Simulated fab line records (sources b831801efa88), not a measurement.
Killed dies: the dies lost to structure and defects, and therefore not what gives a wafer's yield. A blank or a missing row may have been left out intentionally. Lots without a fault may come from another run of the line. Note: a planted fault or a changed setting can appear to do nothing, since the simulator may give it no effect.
The tool behind it: which one? :: flow sky130 :: 14 lots, 42 wafers sampled, at 2 steps of a route of 708

== WHAT THE GAUGES SHOWED, per wafer ==
SKY_SONOS_ONO_THK_MEAS_01.
lot: L503
measured: day 11 07:27
on: filmMetro-03
SONOS_ONO_OXIDATION_THK (nm): 2.60 2.53 2.63

lot: L504
measured: day 11 16:37
on: filmMetro-02
SONOS_ONO_OXIDATION_THK (nm): 2.63 2.66 2.61

lot: L505
measured: day 12 04:11
on: filmMetro-04
SONOS_ONO_OXIDATION_THK (nm): 2.59 2.56 2.64

lot: L506
measured: day 12 09:28
on: filmMetro-03
SONOS_ONO_OXIDATION_THK (nm): 2.68 2.69 2.72

lot: L509
measured: day 13 06:47
on: filmMetro-03
SONOS_ONO_OXIDATION_THK (nm): 2.53 2.57 2.51

lot: L510
measured: day 13 11:24
on: filmMetro-04
SONOS_ONO_OXIDATION_THK (nm): 1.43 1.49 1.49

lot: L511
measured: day 13 21:13
on: filmMetro-02
SONOS_ONO_OXIDATION_THK (nm): 1.46 1.53 1.58

lot: L519
measured: day 16 16:45
on: filmMetro-03
SONOS_ONO_OXIDATION_THK (nm): 2.57 2.58 2.50

lot: L520
measured: day 16 22:59
on: filmMetro-04
SONOS_ONO_OXIDATION_THK (nm): 2.53 2.54 2.61

lot: L522
measured: day 17 20:55
on: filmMetro-03
SONOS_ONO_OXIDATION_THK (nm): 2.61 2.52 2.56

lot: L523
measured: day 18 06:42
on: filmMetro-03
SONOS_ONO_OXIDATION_THK (nm): 2.60 2.60 2.62

lot: L524
measured: day 18 14:37
on: filmMetro-04
SONOS_ONO_OXIDATION_THK (nm): 2.64 2.60 2.59

lot: L525
measured: day 19 08:38
on: filmMetro-02
SONOS_ONO_OXIDATION_THK (nm): 2.55 2.59 2.62

lot: L526
measured: day 19 23:52
on: filmMetro-02
SONOS_ONO_OXIDATION_THK (nm): 2.63 2.64 2.68

== EACH LOT AND THE TOOL THAT RAN IT (in order: tool; ch and the chambers of the sampled wafers; start) ==
lot: L503
SKY_SONOS_ONO_OXIDATION_00: furnace-01 ch 0, day 11 06:06

lot: L504
SKY_SONOS_ONO_OXIDATION_00: furnace-02 ch 0, day 11 15:16

lot: L505
SKY_SONOS_ONO_OXIDATION_00: furnace-02 ch 0, day 12 02:50

lot: L506
SKY_SONOS_ONO_OXIDATION_00: furnace-01 ch 0, day 12 08:07

lot: L509
SKY_SONOS_ONO_OXIDATION_00: furnace-01 ch 0, day 13 05:26

lot: L510
SKY_SONOS_ONO_OXIDATION_00: furnace-01 ch 0, day 13 10:02

lot: L511
SKY_SONOS_ONO_OXIDATION_00: furnace-01 ch 0, day 13 19:51

lot: L519
SKY_SONOS_ONO_OXIDATION_00: furnace-01 ch 0, day 16 15:24

lot: L520
SKY_SONOS_ONO_OXIDATION_00: furnace-02 ch 0, day 16 21:38

lot: L522
SKY_SONOS_ONO_OXIDATION_00: furnace-01 ch 0, day 17 19:34

lot: L523
SKY_SONOS_ONO_OXIDATION_00: furnace-01 ch 0, day 18 05:20

lot: L524
SKY_SONOS_ONO_OXIDATION_00: furnace-01 ch 0, day 18 13:16

lot: L525
SKY_SONOS_ONO_OXIDATION_00: furnace-01 ch 0, day 19 07:17

lot: L526
SKY_SONOS_ONO_OXIDATION_00: furnace-01 ch 0, day 19 22:31
- SKY_SONOS_ONO_OXIDATION_00: stabilise 600 s, purge 300 s, target thk 2.6 nm.

== WHAT THE TOOLS THEMSELVES READ (means of the sampled wafers that have a number; where no wafer has one, the mark that the record gives instead) ==
SKY_SONOS_ONO_OXIDATION_00.
lot: L503
tool: furnace-01
spikeTcBottomC (C): 818.7
spikeTcCentreC (C): 799.2
spikeTcLowerC (C): 799.0
spikeTcTopC (C): 815.8
spikeTcUpperC (C): 800.2
tubeCenterTempC (C): 800
tube_center_temp_C_max: 802.2
zonePowerCentrePct (%): 14.29
zonePowerUpperPct (%): 13.9

lot: L504
tool: furnace-02
spikeTcBottomC (C): 823.1
spikeTcCentreC (C): 798.9
spikeTcLowerC (C): 801.2
spikeTcTopC (C): 811.9
spikeTcUpperC (C): 801.4
tubeCenterTempC (C): 800
tube_center_temp_C_max: 802.0
zonePowerCentrePct (%): 14.69
zonePowerUpperPct (%): 14.7

lot: L505
tool: furnace-02
spikeTcBottomC (C): 823.6
spikeTcCentreC (C): 798.4
spikeTcLowerC (C): 801.3
spikeTcTopC (C): 812.5
spikeTcUpperC (C): 801.8
tubeCenterTempC (C): 800
tube_center_temp_C_max: 802.2
zonePowerCentrePct (%): 14.78
zonePowerUpperPct (%): 14.5

lot: L506
tool: furnace-01
spikeTcBottomC (C): 819.4
spikeTcCentreC (C): 799.2
spikeTcLowerC (C): 799.9
spikeTcTopC (C): 816.0
spikeTcUpperC (C): 801.0
tubeCenterTempC (C): 800
tube_center_temp_C_max: 801.7
zonePowerCentrePct (%): 14.39
zonePowerUpperPct (%): 13.9

lot: L509
tool: furnace-01
spikeTcBottomC (C): 819.1
spikeTcCentreC (C): 799.1
spikeTcLowerC (C): 798.6
spikeTcTopC (C): 815.5
spikeTcUpperC (C): 801.1
tubeCenterTempC (C): 800
tube_center_temp_C_max: 802.0
zonePowerCentrePct (%): 14.31
zonePowerUpperPct (%): 13.8

lot: L510
tool: furnace-01
spikeTcBottomC (C): 781.4
spikeTcCentreC (C): 761.4
spikeTcLowerC (C): 762.4
spikeTcTopC (C): 778.5
spikeTcUpperC (C): 763.8
tubeCenterTempC (C): 763
tube_center_temp_C_max: 764.6
zonePowerCentrePct (%): 13.13
zonePowerUpperPct (%): 12.5

lot: L511
tool: furnace-01
spikeTcBottomC (C): 783.3
spikeTcCentreC (C): 761.1
spikeTcLowerC (C): 761.1
spikeTcTopC (C): 779.6
spikeTcUpperC (C): 763.4
tubeCenterTempC (C): 763
tube_center_temp_C_max: 764.2
zonePowerCentrePct (%): 13.16
zonePowerUpperPct (%): 12.6

lot: L519
tool: furnace-01
spikeTcBottomC (C): 818.9
spikeTcCentreC (C): 800.5
spikeTcLowerC (C): 799.3
spikeTcTopC (C): 815.8
spikeTcUpperC (C): 800.8
tubeCenterTempC (C): 800
tube_center_temp_C_max: 802.4
zonePowerCentrePct (%): 14.21
zonePowerUpperPct (%): 14.0

lot: L520
tool: furnace-02
spikeTcBottomC (C): 822.7
spikeTcCentreC (C): 798.2
spikeTcLowerC (C): 801.0
spikeTcTopC (C): 811.9
spikeTcUpperC (C): 801.3
tubeCenterTempC (C): 800
tube_center_temp_C_max: 802.1
zonePowerCentrePct (%): 14.74
zonePowerUpperPct (%): 14.6

lot: L522
tool: furnace-01
spikeTcBottomC (C): 819.0
spikeTcCentreC (C): 800.0
spikeTcLowerC (C): 798.2
spikeTcTopC (C): 814.8
spikeTcUpperC (C): 801.3
tubeCenterTempC (C): 800
tube_center_temp_C_max: 801.9
zonePowerCentrePct (%): 14.24
zonePowerUpperPct (%): 13.8

lot: L523
tool: furnace-01
spikeTcBottomC (C): 819.1
spikeTcCentreC (C): 800.6
spikeTcLowerC (C): 799.5
spikeTcTopC (C): 815.3
spikeTcUpperC (C): 800.5
tubeCenterTempC (C): 800
tube_center_temp_C_max: 801.7
zonePowerCentrePct (%): 14.41
zonePowerUpperPct (%): 13.8

lot: L524
tool: furnace-01
spikeTcBottomC (C): 818.0
spikeTcCentreC (C): 800.4
spikeTcLowerC (C): 799.5
spikeTcTopC (C): 816.4
spikeTcUpperC (C): 800.6
tubeCenterTempC (C): 800
tube_center_temp_C_max: 802.2
zonePowerCentrePct (%): 14.48
zonePowerUpperPct (%): 13.8

lot: L525
tool: furnace-01
spikeTcBottomC (C): 818.6
spikeTcCentreC (C): 800.0
spikeTcLowerC (C): 798.9
spikeTcTopC (C): 815.5
spikeTcUpperC (C): 800.7
tubeCenterTempC (C): 800
tube_center_temp_C_max: 802.4
zonePowerCentrePct (%): 14.26
zonePowerUpperPct (%): 13.8

lot: L526
tool: furnace-01
spikeTcBottomC (C): 819.2
spikeTcCentreC (C): 799.0
spikeTcLowerC (C): 799.1
spikeTcTopC (C): 816.1
spikeTcUpperC (C): 801.4
tubeCenterTempC (C): 800
tube_center_temp_C_max: 801.9
zonePowerCentrePct (%): 14.48
zonePowerUpperPct (%): 13.8

== THE ANSWER, worked out from the rows above alone ==
Rule: the lots themselves supply what counts as usual. The widest of any qualifying gaps counts: lots, ordered by their means at a reading, are off when they make up no more than a third of the lots, leave a main group of 4 or more, and stand apart from it by 3 or more times the standard deviation of that group's means. A main group whose means are all the same, to the digits that the tables above print for the reading, isn't used. Also off: a lot with no number at a reading for which 4 or more lots have one. Any other lot the step has rows for is counted as sound. First the gauges in route order, then the tools' own readings, where a lot's mean is used as printed above. The first step at which some lot is off is used, and at that step the reading that is off furthest; a lot without a number counts as furthest.
Off: at SKY_SONOS_ONO_THK_MEAS_01 (SONOS_ONO_OXIDATION_THK), L510, L511. The main group: mean 2.60 nm, standard deviation 0.044.
A tool fits if, at a process step before that reading, it ran every lot that is off, and no sound lot after the first of them. Not tried: the gauges at SKY_SONOS_ONO_THK_MEAS_01; whatever is off there is also off at SKY_SONOS_ONO_OXIDATION_00, on other tools, and gauge error can't account for it. Of those tried, none fits.

== WHAT THE SIMULATOR HAD INSERTED ==
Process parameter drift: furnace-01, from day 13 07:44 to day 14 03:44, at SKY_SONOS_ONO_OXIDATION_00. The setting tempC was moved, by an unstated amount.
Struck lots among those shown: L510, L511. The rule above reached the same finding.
